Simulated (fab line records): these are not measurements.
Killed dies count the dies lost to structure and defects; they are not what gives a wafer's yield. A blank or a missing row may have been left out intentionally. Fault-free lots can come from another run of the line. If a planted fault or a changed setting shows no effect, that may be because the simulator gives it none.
fab line records || flow gf180mcu || part 2 of 2: steps 27 to 36 of 36
[record] {"lots": 5, "wafers": 15, "last_day": 33}
route steps=602 shown MIM@509 M5@526 V5@540
lots that met no fault: from a run of the same line without faults
start_h: start of the lot's first displayed wafer, in hours after the record's first day || wait_h: hours elapsed since this lot's preceding step || " same as the row above || L1.1+2: several wafers, shown together as one row || - no value present, or no start provided || * or withheld: withheld || < > ~ a bound
route shown NAME@n: NAME is a module with steps in the file, n the number in the route of the first one || usual: average and standard deviation across the fault-free wafers || same: alike in all rows || chamber/n: place in a boat || sites: readings site by site || _std_site: standard deviation of those values || _edge_site: inner sites' mean taken away from outer sites' mean || radius_mm: for every site, how far away it sits from the centre of the wafer || mask NAME#n: copy n || behind: tool/chamber where the wafer was last shaped || hold: why the lot went on hold/how many hours it stayed there/how the hold came to an end || device: transistor that didn't switch, given as n, p or np || end of line: the tests these same wafers got at the end of their route || a step with no rows: only its recipe || killed: dies that structure and defects cost at the first sort, which is not the same as the wafer's yield || map: a wafer's dies, marking killed ones x, the rest . and places with no die _
set.NAME: the run value of the setting; set.NAME@STEP: its run value at that earlier step || model.NAME: the simulator's own value behind a step, which no gauge read
lots at some steps of the route; a table a step, a row a wafer
services: from which hour (start_h, from the record's first day; less than 0 if before it) a tool's chamber was out of use, for how many hours, and why
[[steps]]
[step GF_M5_ETCH_09]
[recipe] {"chemistry": "CF4/O2", "target": "Si3N4", "target_depth_nm": 52, "source_w": 800, "bias_w": 150, "pressure_mtorr": 150, "cf4_flow_sccm": 80, "O2_flow_sccm": 10, "time_s": 11.6}
[usual] {"drypump_motor_current_A": "5.5/0.48", "oes_product_au": "1.002/0.012", "throttle_valve_pct": "5.973/0.01"}
{"lot.wafer": "L074.1", "tool": "rie_diel-04", "chamber": 2, "start_h": 607.04, "wait_h": 0.0, "drypump_motor_current_A": 5.6, "oes_product_au": 0.997, "rf_hours_counter_h": 38, "throttle_valve_pct": 5.963}
{"lot.wafer": "L074.4", "tool": "rie_diel-04", "chamber": 2, "start_h": 607.04, "wait_h": 0.0, "drypump_motor_current_A": 5.7, "oes_product_au": 0.994, "rf_hours_counter_h": "-", "throttle_valve_pct": 5.971}
{"lot.wafer": "L074.6", "tool": "rie_diel-04", "chamber": 0, "start_h": 607.04, "wait_h": 0.0, "drypump_motor_current_A": 5.5, "oes_product_au": 0.990, "rf_hours_counter_h": "-", "throttle_valve_pct": 5.974}
{"lot.wafer": "L084.1", "tool": "rie_diel-02", "chamber": 0, "start_h": 682.11, "wait_h": 0.0, "drypump_motor_current_A": 5.7, "oes_product_au": 1.017, "rf_hours_counter_h": 11, "throttle_valve_pct": 5.987}
{"lot.wafer": "L084.2", "tool": "rie_diel-02", "chamber": 1, "start_h": 682.11, "wait_h": 0.0, "drypump_motor_current_A": 6.1, "oes_product_au": 0.998, "rf_hours_counter_h": 4, "throttle_valve_pct": 5.947}
{"lot.wafer": "L084.5", "tool": "rie_diel-02", "chamber": 0, "start_h": 682.11, "wait_h": 0.0, "drypump_motor_current_A": 5.7, "oes_product_au": 1.015, "rf_hours_counter_h": "-", "throttle_valve_pct": 5.988}
{"lot.wafer": "L086.3", "tool": "rie_diel-02", "chamber": 0, "start_h": 697.36, "wait_h": 0.0, "drypump_motor_current_A": 5.7, "oes_product_au": 1.005, "rf_hours_counter_h": 11, "throttle_valve_pct": 5.971}
{"lot.wafer": "L086.4", "tool": "rie_diel-02", "chamber": 3, "start_h": 697.36, "wait_h": 0.0, "drypump_motor_current_A": 6.4, "oes_product_au": 0.982, "rf_hours_counter_h": 9, "throttle_valve_pct": 5.957}
{"lot.wafer": "L086.6", "tool": "rie_diel-02", "chamber": 3, "start_h": 697.36, "wait_h": 0.0, "drypump_motor_current_A": 6.4, "oes_product_au": 0.987, "rf_hours_counter_h": "-", "throttle_valve_pct": 5.961}
{"lot.wafer": "L088.2", "tool": "rie_diel-04", "chamber": 1, "start_h": 708.65, "wait_h": 0.0, "drypump_motor_current_A": 5.8, "oes_product_au": 1.008, "rf_hours_counter_h": 24, "throttle_valve_pct": 5.984}
{"lot.wafer": "L088.5", "tool": "rie_diel-04", "chamber": 1, "start_h": 708.65, "wait_h": 0.0, "drypump_motor_current_A": 5.8, "oes_product_au": 1.005, "rf_hours_counter_h": "-", "throttle_valve_pct": 5.981}
{"lot.wafer": "L088.6", "tool": "rie_diel-04", "chamber": 0, "start_h": 708.65, "wait_h": 0.0, "drypump_motor_current_A": 5.5, "oes_product_au": 0.995, "rf_hours_counter_h": "-", "throttle_valve_pct": 5.965}
{"lot.wafer": "L092.3", "tool": "rie_diel-02", "chamber": 2, "start_h": 735.29, "wait_h": 0.0, "drypump_motor_current_A": 4.9, "oes_product_au": 1.000, "rf_hours_counter_h": 28, "throttle_valve_pct": 5.989}
{"lot.wafer": "L092.5", "tool": "rie_diel-02", "chamber": 1, "start_h": 735.29, "wait_h": 0.0, "drypump_motor_current_A": 6.0, "oes_product_au": 0.995, "rf_hours_counter_h": "-", "throttle_valve_pct": 5.981}
{"lot.wafer": "L092.6", "tool": "rie_diel-02", "chamber": 0, "start_h": 735.29, "wait_h": 0.0, "drypump_motor_current_A": 5.7, "oes_product_au": 1.011, "rf_hours_counter_h": "-", "throttle_valve_pct": 5.974}
[step GF_M5_METAL_ETCH_10]
[recipe] {"chemistry": "Cl2/BCl3", "mask_material": "KrF", "target_depth_nm": 750.8, "stop_on": "SiO2", "pressure_mtorr": 8, "icp_w": 800, "bias_w": 140, "Cl2_flow_sccm": 80, "bcl3_flow_sccm": 40, "time_s": 125.1}
[usual] {"drypump_motor_current_A": "5.7/0.66", "mfc_cl2_sccm": "79.98/0.27", "oes_product_au": "0.988/0.0059", "throttle_valve_pct": "28.231/0.01"}
{"lot.wafer": "L074.1", "tool": "rie_metal-03", "chamber": 0, "start_h": 607.06, "wait_h": 0.0, "drypump_motor_current_A": 4.8, "mfc_cl2_sccm": 79.94, "oes_product_au": 0.986, "rf_hours_counter_h": 2, "throttle_valve_pct": 28.231}
{"lot.wafer": "L074.4", "tool": "rie_metal-03", "chamber": 1, "start_h": 607.06, "wait_h": 0.0, "drypump_motor_current_A": 6.6, "mfc_cl2_sccm": 79.64, "oes_product_au": 0.984, "rf_hours_counter_h": "-", "throttle_valve_pct": 28.240}
{"lot.wafer": "L074.6", "tool": "rie_metal-03", "chamber": 0, "start_h": 607.06, "wait_h": 0.0, "drypump_motor_current_A": 4.8, "mfc_cl2_sccm": 80.15, "oes_product_au": 0.989, "rf_hours_counter_h": "-", "throttle_valve_pct": 28.234}
{"lot.wafer": "L084.1", "tool": "rie_metal-03", "chamber": 0, "start_h": 682.13, "wait_h": 0.0, "drypump_motor_current_A": 4.8, "mfc_cl2_sccm": 79.91, "oes_product_au": 0.994, "rf_hours_counter_h": 5, "throttle_valve_pct": 28.236}
{"lot.wafer": "L084.2", "tool": "rie_metal-03", "chamber": 1, "start_h": 682.13, "wait_h": 0.0, "drypump_motor_current_A": 6.7, "mfc_cl2_sccm": 79.71, "oes_product_au": 0.994, "rf_hours_counter_h": 9, "throttle_valve_pct": 28.234}
{"lot.wafer": "L084.5", "tool": "rie_metal-03", "chamber": 1, "start_h": 682.13, "wait_h": 0.0, "drypump_motor_current_A": 6.7, "mfc_cl2_sccm": 79.66, "oes_product_au": 0.987, "rf_hours_counter_h": "-", "throttle_valve_pct": 28.235}
{"lot.wafer": "L086.3", "tool": "rie_metal-03", "chamber": 0, "start_h": 697.42, "wait_h": 0.1, "drypump_motor_current_A": 4.8, "mfc_cl2_sccm": 80.22, "oes_product_au": 0.994, "rf_hours_counter_h": "-", "throttle_valve_pct": 28.224}
{"lot.wafer": "L086.4", "tool": "rie_metal-03", "chamber": 1, "start_h": 697.42, "wait_h": 0.1, "drypump_motor_current_A": 6.7, "mfc_cl2_sccm": 80.53, "oes_product_au": 0.981, "rf_hours_counter_h": "-", "throttle_valve_pct": 28.227}
{"lot.wafer": "L086.6", "tool": "rie_metal-03", "chamber": 1, "start_h": 697.42, "wait_h": 0.1, "drypump_motor_current_A": 6.6, "mfc_cl2_sccm": 80.13, "oes_product_au": 0.977, "rf_hours_counter_h": "-", "throttle_valve_pct": 28.234}
{"lot.wafer": "L088.2", "tool": "rie_metal-01", "chamber": 1, "start_h": 708.67, "wait_h": 0.0, "drypump_motor_current_A": 6.4, "mfc_cl2_sccm": 79.90, "oes_product_au": 0.979, "rf_hours_counter_h": 2, "throttle_valve_pct": 28.248}
{"lot.wafer": "L088.5", "tool": "rie_metal-01", "chamber": 1, "start_h": 708.67, "wait_h": 0.0, "drypump_motor_current_A": 6.4, "mfc_cl2_sccm": 80.03, "oes_product_au": 0.984, "rf_hours_counter_h": "-", "throttle_valve_pct": 28.232}
{"lot.wafer": "L088.6", "tool": "rie_metal-01", "chamber": 0, "start_h": 708.67, "wait_h": 0.0, "drypump_motor_current_A": 5.9, "mfc_cl2_sccm": 80.04, "oes_product_au": 0.989, "rf_hours_counter_h": "-", "throttle_valve_pct": 28.215}
{"lot.wafer": "L092.3", "tool": "rie_metal-04", "chamber": 1, "start_h": 735.35, "wait_h": 0.1, "drypump_motor_current_A": 5.0, "mfc_cl2_sccm": 80.18, "oes_product_au": 0.979, "rf_hours_counter_h": "-", "throttle_valve_pct": 28.237}
{"lot.wafer": "L092.5", "tool": "rie_metal-04", "chamber": 1, "start_h": 735.35, "wait_h": 0.1, "drypump_motor_current_A": 5.0, "mfc_cl2_sccm": 79.87, "oes_product_au": 0.993, "rf_hours_counter_h": "-", "throttle_valve_pct": 28.231}
{"lot.wafer": "L092.6", "tool": "rie_metal-04", "chamber": 0, "start_h": 735.35, "wait_h": 0.1, "drypump_motor_current_A": 5.5, "mfc_cl2_sccm": 80.06, "oes_product_au": 0.975, "rf_hours_counter_h": "-", "throttle_valve_pct": 28.235}
[step GF_M5_STRIP_11]
[recipe] {"chemistry": "O2/N2", "power_w": 1400, "pressure_mtorr": 1500, "platen_temp_c": 250, "o2_flow_sccm": 3000, "n2_flow_sccm": 300, "overash_fraction": 0.5}
[usual] {"drypump_motor_current_A": "5.71/0.26", "heater_power_w": "341/29", "oes_product_au": "0.525/0.0045", "strip_time_to_endpoint_s": "7.09/0.047"}
{"lot.wafer": "L074.1", "tool": "plasma_asher-04", "chamber": 0, "start_h": 607.19, "wait_h": 0.1, "drypump_motor_current_A": 5.76, "heater_power_w": 312, "oes_product_au": 0.522, "rf_hours_counter_h": 84, "strip_time_to_endpoint_s": 7.11}
{"lot.wafer": "L074.4", "tool": "plasma_asher-04", "chamber": 1, "start_h": 607.19, "wait_h": 0.1, "drypump_motor_current_A": 5.36, "heater_power_w": 303, "oes_product_au": 0.525, "rf_hours_counter_h": "-", "strip_time_to_endpoint_s": 7.16}
{"lot.wafer": "L074.6", "tool": "plasma_asher-04", "chamber": 1, "start_h": 607.19, "wait_h": 0.1, "drypump_motor_current_A": 5.35, "heater_power_w": 301, "oes_product_au": 0.525, "rf_hours_counter_h": "-", "strip_time_to_endpoint_s": 7.09}
{"lot.wafer": "L084.1", "tool": "plasma_asher-01", "chamber": 0, "start_h": 682.26, "wait_h": 0.1, "drypump_motor_current_A": 6.08, "heater_power_w": 382, "oes_product_au": 0.516, "rf_hours_counter_h": 27, "strip_time_to_endpoint_s": 7.06}
{"lot.wafer": "L084.2", "tool": "plasma_asher-01", "chamber": 1, "start_h": 682.26, "wait_h": 0.1, "drypump_motor_current_A": 5.48, "heater_power_w": 349, "oes_product_au": 0.530, "rf_hours_counter_h": 27, "strip_time_to_endpoint_s": 7.14}
{"lot.wafer": "L084.5", "tool": "plasma_asher-01", "chamber": 1, "start_h": 682.26, "wait_h": 0.1, "drypump_motor_current_A": 5.48, "heater_power_w": 349, "oes_product_au": 0.525, "rf_hours_counter_h": "-", "strip_time_to_endpoint_s": 7.11}
{"lot.wafer": "L086.3", "tool": "plasma_asher-03", "chamber": 1, "start_h": 697.54, "wait_h": 0.1, "drypump_motor_current_A": 5.87, "heater_power_w": 347, "oes_product_au": 0.519, "rf_hours_counter_h": "-", "strip_time_to_endpoint_s": 6.97}
{"lot.wafer": "L086.4", "tool": "plasma_asher-03", "chamber": 0, "start_h": 697.54, "wait_h": 0.1, "drypump_motor_current_A": 5.67, "heater_power_w": 343, "oes_product_au": 0.522, "rf_hours_counter_h": "-", "strip_time_to_endpoint_s": 7.10}
{"lot.wafer": "L086.6", "tool": "plasma_asher-03", "chamber": 1, "start_h": 697.54, "wait_h": 0.1, "drypump_motor_current_A": 5.89, "heater_power_w": 331, "oes_product_au": 0.515, "rf_hours_counter_h": "-", "strip_time_to_endpoint_s": 7.13}
{"lot.wafer": "L088.2", "tool": "plasma_asher-04", "chamber": 1, "start_h": 708.80, "wait_h": 0.1, "drypump_motor_current_A": 5.38, "heater_power_w": 300, "oes_product_au": 0.524, "rf_hours_counter_h": 95, "strip_time_to_endpoint_s": 7.11}
{"lot.wafer": "L088.5", "tool": "plasma_asher-04", "chamber": 0, "start_h": 708.80, "wait_h": 0.1, "drypump_motor_current_A": 5.79, "heater_power_w": 319, "oes_product_au": 0.529, "rf_hours_counter_h": "-", "strip_time_to_endpoint_s": 7.09}
{"lot.wafer": "L088.6", "tool": "plasma_asher-04", "chamber": 1, "start_h": 708.80, "wait_h": 0.1, "drypump_motor_current_A": 5.36, "heater_power_w": 297, "oes_product_au": 0.523, "rf_hours_counter_h": "-", "strip_time_to_endpoint_s": 7.04}
{"lot.wafer": "L092.3", "tool": "plasma_asher-01", "chamber": 1, "start_h": 735.47, "wait_h": 0.1, "drypump_motor_current_A": 5.50, "heater_power_w": 348, "oes_product_au": 0.529, "rf_hours_counter_h": "-", "strip_time_to_endpoint_s": 7.14}
{"lot.wafer": "L092.5", "tool": "plasma_asher-01", "chamber": 0, "start_h": 735.47, "wait_h": 0.1, "drypump_motor_current_A": 6.10, "heater_power_w": 388, "oes_product_au": 0.525, "rf_hours_counter_h": "-", "strip_time_to_endpoint_s": 7.08}
{"lot.wafer": "L092.6", "tool": "plasma_asher-01", "chamber": 1, "start_h": 735.47, "wait_h": 0.1, "drypump_motor_current_A": 5.48, "heater_power_w": 350, "oes_product_au": 0.533, "rf_hours_counter_h": "-", "strip_time_to_endpoint_s": 7.14}
[step GF_M5_STRIP_12]
[recipe] {"chemistry": "post_etch_residue_remover", "time_s": 1200, "temp_c": 72.5}
{"lot.wafer": "L074.1+4+6", "tool": "wet_bench-01", "chamber": 1, "start_h": 607.29, "wait_h": 0.1}
{"lot.wafer": "L084.1+2+5", "tool": "wet_bench-01", "chamber": 0, "start_h": 682.36, "wait_h": 0.1}
{"lot.wafer": "L086.3+4+6", "tool": "wet_bench-04", "chamber": 3, "start_h": 697.61, "wait_h": 0.0}
{"lot.wafer": "L088.2+5+6", "tool": "wet_bench-01", "chamber": 1, "start_h": 708.90, "wait_h": 0.1}
{"lot.wafer": "L092.3+5+6", "tool": "wet_bench-04", "chamber": 2, "start_h": 735.54, "wait_h": 0.0}
[step GF_M5_CLEAN_13]
[recipe] {"chemistry": "DIW", "dry": "n2_spin"}
{"lot.wafer": "L074.1+4+6", "tool": "wet_bench-01", "chamber": 1, "start_h": 607.70, "wait_h": 0.0}
{"lot.wafer": "L084.1+2+5", "tool": "wet_bench-03", "chamber": 2, "start_h": 682.70, "wait_h": 0.0}
{"lot.wafer": "L086.3+4+6", "tool": "wet_bench-01", "chamber": 2, "start_h": 697.95, "wait_h": 0.0}
{"lot.wafer": "L088.2+5+6", "tool": "wet_bench-03", "chamber": 3, "start_h": 709.24, "wait_h": 0.0}
{"lot.wafer": "L092.3+5+6", "tool": "wet_bench-01", "chamber": 0, "start_h": 735.94, "wait_h": 0.0}
[step GF_V5_CVD_00]
[recipe] {"material": "SiO2", "target_thk_nm": 300, "sigma_open_frac": 0.3, "temp_c": 400, "time_s": 50, "sih4_flow_sccm": 57.38, "pressure_mtorr": 6}
{"lot.wafer": "L074.1+4+6", "tool": "hdpcvd-02", "chamber": "0,0,2", "start_h": 607.80, "wait_h": 0.0}
{"lot.wafer": "L084.1+2+5", "tool": "hdpcvd-01", "chamber": "2,0,0", "start_h": 682.89, "wait_h": 0.0}
{"lot.wafer": "L086.3+4+6", "tool": "hdpcvd-01", "chamber": "2,0,2", "start_h": 698.05, "wait_h": 0.0}
{"lot.wafer": "L088.2+5+6", "tool": "hdpcvd-02", "chamber": "0,0,1", "start_h": 709.34, "wait_h": 0.0}
{"lot.wafer": "L092.3+5+6", "tool": "hdpcvd-02", "chamber": "2,2,0", "start_h": 736.13, "wait_h": 0.0}
[step GF_V5_THK_MEAS_01]
[recipe] {"reads": "SiO2_of_V5_CVD_00"}
[usual] {"V5_CVD_00_THK": "286/3.2"}
{"lot.wafer": "L074.1", "tool": "film_metro-04", "chamber": "-", "start_h": 607.85, "wait_h": 0.0, "V5_CVD_00_THK[nm]": 283}
{"lot.wafer": "L074.4", "tool": "film_metro-04", "chamber": "-", "start_h": 607.85, "wait_h": 0.0, "V5_CVD_00_THK[nm]": 283}
{"lot.wafer": "L074.6", "tool": "film_metro-04", "chamber": "-", "start_h": 607.85, "wait_h": 0.0, "V5_CVD_00_THK[nm]": 286}
{"lot.wafer": "L084.1", "tool": "film_metro-01", "chamber": "-", "start_h": 682.93, "wait_h": 0.0, "V5_CVD_00_THK[nm]": 284}
{"lot.wafer": "L084.2", "tool": "film_metro-01", "chamber": "-", "start_h": 682.93, "wait_h": 0.0, "V5_CVD_00_THK[nm]": 287}
{"lot.wafer": "L084.5", "tool": "film_metro-01", "chamber": "-", "start_h": 682.93, "wait_h": 0.0, "V5_CVD_00_THK[nm]": 284}
{"lot.wafer": "L086.3", "tool": "film_metro-03", "chamber": "-", "start_h": 698.12, "wait_h": 0.0, "V5_CVD_00_THK[nm]": 284}
{"lot.wafer": "L086.4", "tool": "film_metro-03", "chamber": "-", "start_h": 698.12, "wait_h": 0.0, "V5_CVD_00_THK[nm]": 284}
{"lot.wafer": "L086.6", "tool": "film_metro-03", "chamber": "-", "start_h": 698.12, "wait_h": 0.0, "V5_CVD_00_THK[nm]": 284}
{"lot.wafer": "L088.2", "tool": "film_metro-01", "chamber": "-", "start_h": 709.40, "wait_h": 0.0, "V5_CVD_00_THK[nm]": 282}
{"lot.wafer": "L088.5", "tool": "film_metro-01", "chamber": "-", "start_h": 709.40, "wait_h": 0.0, "V5_CVD_00_THK[nm]": 284}
{"lot.wafer": "L088.6", "tool": "film_metro-01", "chamber": "-", "start_h": 709.40, "wait_h": 0.0, "V5_CVD_00_THK[nm]": 291}
{"lot.wafer": "L092.3", "tool": "film_metro-04", "chamber": "-", "start_h": 736.19, "wait_h": 0.0, "V5_CVD_00_THK[nm]": 284}
{"lot.wafer": "L092.5", "tool": "film_metro-04", "chamber": "-", "start_h": 736.19, "wait_h": 0.0, "V5_CVD_00_THK[nm]": 289}
{"lot.wafer": "L092.6", "tool": "film_metro-04", "chamber": "-", "start_h": 736.19, "wait_h": 0.0, "V5_CVD_00_THK[nm]": 284}
[step GF_V5_CVD_02]
[recipe] {"material": "SiO2", "target_thk_nm": 1450, "precursor": "TEOS", "temp_c": 400, "time_s": 163.28, "rf_w": 600}
[usual] {"heater_power_outer_w": "379/76", "heater_power_w": "652/100"}
{"lot.wafer": "L074.1", "tool": "pecvd-01", "chamber": 0, "start_h": 607.91, "wait_h": 0.1, "heater_power_outer_w": 316, "heater_power_w": 622}
{"lot.wafer": "L074.4", "tool": "pecvd-01", "chamber": 0, "start_h": 607.91, "wait_h": 0.1, "heater_power_outer_w": 348, "heater_power_w": 665}
{"lot.wafer": "L074.6", "tool": "pecvd-01", "chamber": 2, "start_h": 607.91, "wait_h": 0.1, "heater_power_outer_w": 413, "heater_power_w": 675}
{"lot.wafer": "L084.1", "tool": "pecvd-01", "chamber": 1, "start_h": 682.99, "wait_h": 0.1, "heater_power_outer_w": 355, "heater_power_w": 613}
{"lot.wafer": "L084.2", "tool": "pecvd-01", "chamber": 0, "start_h": 682.99, "wait_h": 0.1, "heater_power_outer_w": 336, "heater_power_w": 645}
{"lot.wafer": "L084.5", "tool": "pecvd-01", "chamber": 2, "start_h": 682.99, "wait_h": 0.1, "heater_power_outer_w": 312, "heater_power_w": 533}
{"lot.wafer": "L086.3", "tool": "pecvd-03", "chamber": 1, "start_h": 698.16, "wait_h": 0.0, "heater_power_outer_w": 350, "heater_power_w": 608}
{"lot.wafer": "L086.4", "tool": "pecvd-03", "chamber": 2, "start_h": 698.16, "wait_h": 0.0, "heater_power_outer_w": 285, "heater_power_w": 535}
{"lot.wafer": "L086.6", "tool": "pecvd-03", "chamber": 1, "start_h": 698.16, "wait_h": 0.0, "heater_power_outer_w": 392, "heater_power_w": 674}
{"lot.wafer": "L088.2", "tool": "pecvd-03", "chamber": 2, "start_h": 709.45, "wait_h": 0.0, "heater_power_outer_w": 358, "heater_power_w": 624}
{"lot.wafer": "L088.5", "tool": "pecvd-03", "chamber": 0, "start_h": 709.45, "wait_h": 0.0, "heater_power_outer_w": 388, "heater_power_w": 686}
{"lot.wafer": "L088.6", "tool": "pecvd-03", "chamber": 1, "start_h": 709.45, "wait_h": 0.0, "heater_power_outer_w": 381, "heater_power_w": 647}
{"lot.wafer": "L092.3", "tool": "pecvd-03", "chamber": 0, "start_h": 736.23, "wait_h": 0.0, "heater_power_outer_w": 420, "heater_power_w": 714}
{"lot.wafer": "L092.5", "tool": "pecvd-03", "chamber": 2, "start_h": 736.23, "wait_h": 0.0, "heater_power_outer_w": 361, "heater_power_w": 624}
{"lot.wafer": "L092.6", "tool": "pecvd-03", "chamber": 1, "start_h": 736.23, "wait_h": 0.0, "heater_power_outer_w": 291, "heater_power_w": 541}
[step GF_V5_THK_MEAS_03]
[recipe] {"reads": "SiO2_of_V5_CVD_02"}
[usual] {"V5_CVD_02_THK": "1460/19"}
{"lot.wafer": "L074.1", "tool": "film_metro-01", "chamber": "-", "start_h": 608.02, "wait_h": 0.1, "V5_CVD_02_THK[nm]": 1437}
{"lot.wafer": "L074.4", "tool": "film_metro-01", "chamber": "-", "start_h": 608.02, "wait_h": 0.1, "V5_CVD_02_THK[nm]": 1451}
{"lot.wafer": "L074.6", "tool": "film_metro-01", "chamber": "-", "start_h": 608.02, "wait_h": 0.1, "V5_CVD_02_THK[nm]": 1462}
{"lot.wafer": "L084.1", "tool": "film_metro-03", "chamber": "-", "start_h": 683.10, "wait_h": 0.1, "V5_CVD_02_THK[nm]": 1431}
{"lot.wafer": "L084.2", "tool": "film_metro-03", "chamber": "-", "start_h": 683.10, "wait_h": 0.1, "V5_CVD_02_THK[nm]": 1403}
{"lot.wafer": "L084.5", "tool": "film_metro-03", "chamber": "-", "start_h": 683.10, "wait_h": 0.1, "V5_CVD_02_THK[nm]": 1437}
{"lot.wafer": "L086.3", "tool": "film_metro-04", "chamber": "-", "start_h": 698.28, "wait_h": 0.1, "V5_CVD_02_THK[nm]": 1473}
{"lot.wafer": "L086.4", "tool": "film_metro-04", "chamber": "-", "start_h": 698.28, "wait_h": 0.1, "V5_CVD_02_THK[nm]": 1465}
{"lot.wafer": "L086.6", "tool": "film_metro-04", "chamber": "-", "start_h": 698.28, "wait_h": 0.1, "V5_CVD_02_THK[nm]": 1476}
{"lot.wafer": "L088.2", "tool": "film_metro-04", "chamber": "-", "start_h": 709.56, "wait_h": 0.1, "V5_CVD_02_THK[nm]": 1441}
{"lot.wafer": "L088.5", "tool": "film_metro-04", "chamber": "-", "start_h": 709.56, "wait_h": 0.1, "V5_CVD_02_THK[nm]": 1469}
{"lot.wafer": "L088.6", "tool": "film_metro-04", "chamber": "-", "start_h": 709.56, "wait_h": 0.1, "V5_CVD_02_THK[nm]": 1467}
{"lot.wafer": "L092.3", "tool": "film_metro-01", "chamber": "-", "start_h": 736.36, "wait_h": 0.1, "V5_CVD_02_THK[nm]": 1475}
{"lot.wafer": "L092.5", "tool": "film_metro-01", "chamber": "-", "start_h": 736.36, "wait_h": 0.1, "V5_CVD_02_THK[nm]": 1486}
{"lot.wafer": "L092.6", "tool": "film_metro-01", "chamber": "-", "start_h": 736.36, "wait_h": 0.1, "V5_CVD_02_THK[nm]": 1503}
[step GF_V5_CMP_04]
[recipe] {"material": "SiO2", "down_force_psi": 4, "platen_rpm": 60, "pad_velocity_m_s": 0.94248}
[usual] {"motor_current_A": "11.2/0.91", "platen_rpm": "59.99/0.043"}
{"lot.wafer": "L074.1", "tool": "cmp-02", "chamber": 1, "start_h": 608.13, "wait_h": 0.1, "motor_current_A": 10.8, "platen_rpm": 60.01}
{"lot.wafer": "L074.4", "tool": "cmp-02", "chamber": 3, "start_h": 608.13, "wait_h": 0.1, "motor_current_A": 11.7, "platen_rpm": 60.02}
{"lot.wafer": "L074.6", "tool": "cmp-02", "chamber": 1, "start_h": 608.13, "wait_h": 0.1, "motor_current_A": 10.6, "platen_rpm": 60.04}
{"lot.wafer": "L084.1", "tool": "cmp-02", "chamber": 1, "start_h": 683.21, "wait_h": 0.1, "motor_current_A": 10.7, "platen_rpm": 60.04}
{"lot.wafer": "L084.2", "tool": "cmp-02", "chamber": 2, "start_h": 683.21, "wait_h": 0.1, "motor_current_A": 10.9, "platen_rpm": 59.99}
{"lot.wafer": "L084.5", "tool": "cmp-02", "chamber": 1, "start_h": 683.21, "wait_h": 0.1, "motor_current_A": 10.9, "platen_rpm": 59.96}
{"lot.wafer": "L086.4", "tool": "cmp-02", "chamber": 0, "start_h": 698.32, "wait_h": 0.0, "motor_current_A": 12.5, "platen_rpm": 59.96}
{"lot.wafer": "L086.3", "tool": "cmp-02", "chamber": 3, "start_h": 698.32, "wait_h": 0.0, "motor_current_A": 11.1, "platen_rpm": 59.99}
{"lot.wafer": "L086.6", "tool": "cmp-02", "chamber": 0, "start_h": 698.32, "wait_h": 0.0, "motor_current_A": 13.1, "platen_rpm": 59.92}
{"lot.wafer": "L088.2", "tool": "cmp-01", "chamber": 3, "start_h": 709.76, "wait_h": 0.2, "motor_current_A": 10.7, "platen_rpm": 59.94}
{"lot.wafer": "L088.5", "tool": "cmp-01", "chamber": 0, "start_h": 709.76, "wait_h": 0.2, "motor_current_A": 9.9, "platen_rpm": 59.97}
{"lot.wafer": "L088.6", "tool": "cmp-01", "chamber": 1, "start_h": 709.76, "wait_h": 0.2, "motor_current_A": 12.3, "platen_rpm": 59.96}
{"lot.wafer": "L092.3", "tool": "cmp-01", "chamber": 3, "start_h": 736.40, "wait_h": 0.0, "motor_current_A": 10.5, "platen_rpm": 60.05}
{"lot.wafer": "L092.5", "tool": "cmp-01", "chamber": 3, "start_h": 736.40, "wait_h": 0.0, "motor_current_A": 10.2, "platen_rpm": 60.03}
{"lot.wafer": "L092.6", "tool": "cmp-01", "chamber": 0, "start_h": 736.40, "wait_h": 0.0, "motor_current_A": 10.6, "platen_rpm": 59.94}
[[services]]
{"tool": "rie_diel-02", "chamber": 1, "start_h": 539.52, "hours": 6.9, "kind": "repair"}
{"tool": "hdpcvd-02", "chamber": 1, "start_h": 544.99, "hours": 12.3, "kind": "repair"}
{"tool": "rie_diel-02", "chamber": 1, "start_h": 551.12, "hours": 4.3, "kind": "repair"}
{"tool": "pecvd-03", "chamber": 2, "start_h": 556.39, "hours": 4.6, "kind": "repair"}
{"tool": "hdpcvd-02", "chamber": 2, "start_h": 567.48, "hours": 3.7, "kind": "repair"}
{"tool": "rie_metal-01", "chamber": 0, "start_h": 568.32, "hours": 14.4, "kind": "repair"}
{"tool": "wet_bench-01", "chamber": "-", "start_h": 569.56, "hours": 4.0, "kind": "repair"}
{"tool": "iline_stepper-02", "chamber": "-", "start_h": 579.90, "hours": 2.1, "kind": "pm"}
{"tool": "cmp-02", "chamber": "-", "start_h": 591.00, "hours": 1.1, "kind": "repair"}
{"tool": "krf_scanner-02", "chamber": "-", "start_h": 594.48, "hours": 3.6, "kind": "pm"}
{"tool": "plasma_asher-03", "chamber": "-", "start_h": 595.56, "hours": 0.5, "kind": "repair"}
{"tool": "cmp-02", "chamber": "-", "start_h": 622.83, "hours": 0.2, "kind": "repair"}
{"tool": "rie_diel-02", "chamber": 3, "start_h": 625.22, "hours": 2.7, "kind": "repair"}
{"tool": "plasma_asher-03", "chamber": "-", "start_h": 627.54, "hours": 2.7, "kind": "repair"}
{"tool": "krf_scanner-02", "chamber": "-", "start_h": 627.96, "hours": 1.0, "kind": "pm"}
{"tool": "pecvd-03", "chamber": 2, "start_h": 630.88, "hours": 28.2, "kind": "repair"}
{"tool": "rie_metal-01", "chamber": 0, "start_h": 634.04, "hours": 1.0, "kind": "repair"}
{"tool": "rie_metal-03", "chamber": "-", "start_h": 638.69, "hours": 10.0, "kind": "pm"}
{"tool": "plasma_asher-03", "chamber": "-", "start_h": 646.85, "hours": 4.4, "kind": "repair"}
{"tool": "pvd_sputter-03", "chamber": "-", "start_h": 648.71, "hours": 19.1, "kind": "repair"}
{"tool": "rie_metal-01", "chamber": 0, "start_h": 651.83, "hours": 10.6, "kind": "repair"}
{"tool": "iline_stepper-02", "chamber": "-", "start_h": 718.60, "hours": 1.7, "kind": "pm"}
{"tool": "iline_stepper-02", "chamber": "-", "start_h": 721.26, "hours": 7.0, "kind": "repair"}
{"tool": "plasma_asher-03", "chamber": "-", "start_h": 733.75, "hours": 9.0, "kind": "pm"}
